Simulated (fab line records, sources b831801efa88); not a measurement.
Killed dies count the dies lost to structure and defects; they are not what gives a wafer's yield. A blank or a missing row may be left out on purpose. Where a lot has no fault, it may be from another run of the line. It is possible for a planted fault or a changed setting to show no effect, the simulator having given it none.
Split-lot study + flow sky130 + 23 wafers read across 5 lots, on a route 708 steps long

THE SPLIT ITSELF
At SKY_SD_N_IMPLANT_09, the setting energyKev was moved away from the recipe's 50 on 11 of the 23 wafers read, by -3.3% to +5.5%. All remaining wafers had this setting at the recipe value.

FROM THE SPLIT TO THE READING: what the file shows between them, 4 steps
- SKY_SD_N_IMPLANT_10
- SKY_SD_N_STRIP_11: strips in O2/N2
- SKY_SD_N_CLEAN_13: cleans in SC1/SC2, time 150 s
- SKY_SD_N_RTA_14: time 2 s

THE READING
At SKY_SD_N_RS_MEAS_16, a four-point-probe measurement gives SD_N_RS in ohm/sq. Fault-free wafers of this fab line usually give 68.62 ohm/sq, standard deviation 0.13 ohm/sq.

| wafer  | tool, chamber at the split | energyKev as run | against the recipe | SD_N_RS, ohm/sq | against lot-mates on the recipe |
|--------|----------------------------|------------------|--------------------|-----------------|---------------------------------|
| L077.1 | implanter-03, 0            | 50               | recipe             | 68.89           | -                               |
| L077.4 | implanter-03, 0            | 50               | recipe             | 68.55           | -                               |
| L077.6 | implanter-03, 0            | 50               | recipe             | 68.68           | -                               |
| L078.1 | implanter-03, 0            | 48.34            | -3.3%              | 69.58           | +1.03                           |
| L078.2 | implanter-03, 0            | 50               | recipe             | 68.59           | -                               |
| L078.4 | implanter-03, 0            | 48.34            | -3.3%              | 69.56           | +1.02                           |
| L078.5 | implanter-03, 0            | 48.34            | -3.3%              | 69.69           | +1.14                           |
| L078.6 | implanter-03, 0            | 50               | recipe             | 68.50           | -                               |
| L081.1 | implanter-03, 0            | 48.82            | -2.4%              | 69.44           | +0.92                           |
| L081.2 | implanter-03, 0            | 50               | recipe             | 68.57           | -                               |
| L081.3 | implanter-03, 0            | 48.82            | -2.4%              | 69.23           | +0.71                           |
| L081.4 | implanter-03, 0            | 50               | recipe             | 68.48           | -                               |
| L081.5 | implanter-03, 0            | 50               | recipe             | 68.50           | -                               |
| L083.1 | implanter-04, 0            | 51.66            | +3.3%              | 67.58           | -1.08                           |
| L083.3 | implanter-04, 0            | 51.66            | +3.3%              | 67.63           | -1.03                           |
| L083.4 | implanter-04, 0            | 50               | recipe             | 68.64           | -                               |
| L083.5 | implanter-04, 0            | 50               | recipe             | 68.69           | -                               |
| L083.6 | implanter-04, 0            | 51.66            | +3.3%              | 67.56           | -1.10                           |
| L082.2 | implanter-03, 0            | 52.76            | +5.5%              | 66.61           | -2.05                           |
| L082.3 | implanter-03, 0            | 50               | recipe             | 68.65           | -                               |
| L082.4 | implanter-03, 0            | 52.76            | +5.5%              | 66.66           | -2.00                           |
| L082.5 | implanter-03, 0            | 50               | recipe             | 68.67           | -                               |
| L082.6 | implanter-03, 0            | 52.76            | +5.5%              | 66.70           | -1.96                           |

THE FIT
A straight line over all 23 wafers: SD_N_RS changes by -0.33 ohm/sq for each +1% of energyKev; r = -0.99; the points scatter about the line by 0.11 ohm/sq.
The same after taking each lot's own level away (the mean of its wafers on the recipe; 23 wafers): -0.345 ohm/sq for each +1%; r = -1.00; scatter 0.089 ohm/sq.
Per that fit: largest energyKev move, reading shift of 1.9 ohm/sq.
From 68.517 to 68.707 ohm/sq: that is the span of the lots' own levels, equal to 1.5 times the standard deviation above.
Consequently the slope shifts little with the lot-to-lot level, the two slopes agreeing.
Check: with one of the wafers moved furthest among these (+5.5%) left out of the fit, the line predicts -1.89 ohm/sq for it against its lot-mates. It came out at -2.05 ohm/sq against them.

THE OTHER SPLITS THESE WAFERS WENT THROUGH
Before the reading, these wafers also passed through other splits. Each is held against what the fit with the lots' levels taken away leaves over:
| other split on the same wafers     | wafers away from the commonest value | r with SD_N_RS (lot level and that fit taken away) |
|------------------------------------|--------------------------------------|----------------------------------------------------|
| SKY_SD_P_COAT_02 spinRpm           | 9                                    | -0.22                                              |
| SKY_RES_XHIGH_COAT_02 spinRpm      | 9                                    | +0.25                                              |
| SKY_RES_XHIGH_IMPLANT_07 energyKev | 5                                    | +0.21                                              |

THE WHOLE CHAIN: every reading that the file lists as answering this split, in the file's order
| step                | what it does                 | reading                                                        | change (the file's fit)               | r (the file's) |
|---------------------|------------------------------|----------------------------------------------------------------|---------------------------------------|----------------|
| SKY_SD_N_IMPLANT_09 |                              | implant.rpNm (the simulator's own value, which no gauge read)  | +0.259 nm for each +1% of the setting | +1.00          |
| SKY_SD_N_IMPLANT_09 |                              | implant.drpNm (the simulator's own value, which no gauge read) | +0.106 nm for each +1% of the setting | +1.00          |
| SKY_SD_N_STRIP_11   | strips in O2/N2              | stripTimeToEndpointS                                           | withheld for each +1% of the setting  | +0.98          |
| SKY_SD_N_RS_MEAS_16 | measures by four-point-probe | SD_N_RS                                                        | -0.346 for each +1% of the setting    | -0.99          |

THE FILE'S OWN FIT
SD_N_RS changes by -0.346 ohm/sq for each +1% of energyKev, r = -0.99.
